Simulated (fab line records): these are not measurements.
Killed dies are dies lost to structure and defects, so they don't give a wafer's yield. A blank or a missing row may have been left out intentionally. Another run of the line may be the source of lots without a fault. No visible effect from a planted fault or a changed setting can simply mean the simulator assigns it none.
Matching of chambers -- flow sky130 -- SKY_VIA3_CMP_02 on cmp-02 has 4 sister chambers
The step polishes SiO2. 8 wafers are shown with their chamber, then 12 later ones without.

EACH WAFER AND ITS CHAMBER
wafer,chamber,motorCurrentA (A)
L088.1,2,13.4
L088.3,1,12.6
L089.3,0,11.6
L089.4,3,12.0
L089.5,2,12.7
L090.2,3,11.4
L090.3,0,12.7
L090.5,1,11.3

WAFERS MISSING THEIR CHAMBER
wafer,motorCurrentA (A)
L092.1,11.6
L092.4,12.4
L092.5,11.4
L094.1,13.0
L094.4,11.2
L094.5,12.8
L097.1,12.4
L097.4,11.6
L097.5,11.2
L095.2,11.7
L095.4,13.2
L095.5,12.9

CHAMBER TAKEN BY EACH
wafer,from the rows above,in truth
L092.1,can't be placed: 3 or 1 or 0 or 2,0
L092.4,can't be placed: 0 or 1 or 2 or 3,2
L092.5,can't be placed: 3 or 1 or 0 or 2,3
L094.1,can't be placed: 2 or 0 or 1 or 3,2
L094.4,can't be placed: 3 or 1 or 0 or 2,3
L094.5,can't be placed: 2 or 0 or 1 or 3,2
L097.1,can't be placed: 0 or 1 or 2 or 3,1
L097.4,can't be placed: 3 or 1 or 0 or 2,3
L097.5,can't be placed: 3 or 1 or 0 or 2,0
L095.2,can't be placed: 3 or 1 or 0 or 2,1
L095.4,can't be placed: 2 or 0 or 1 or 3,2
L095.5,can't be placed: 2 or 0 or 1 or 3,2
0 of 12 placed correctly. Not placeable from these rows: 12 (in 12, the candidates include the true chamber). 0 placed wrongly.
How it was worked out, from the rows above alone: a wafer's distance from a chamber is the root of the sum, over the readings, of the square of ((its reading less the chamber's mean) divided by the reading's scatter). The wafer belongs to the nearest chamber; if the next one is less than 2 further off, it can't be placed. For every chamber, the mean is computed from those of its wafers that are shown. The scatter is the square root of a quotient: the sum, over the shown wafers, of each reading's squared deviation from its chamber's mean, divided by wafers minus chambers.
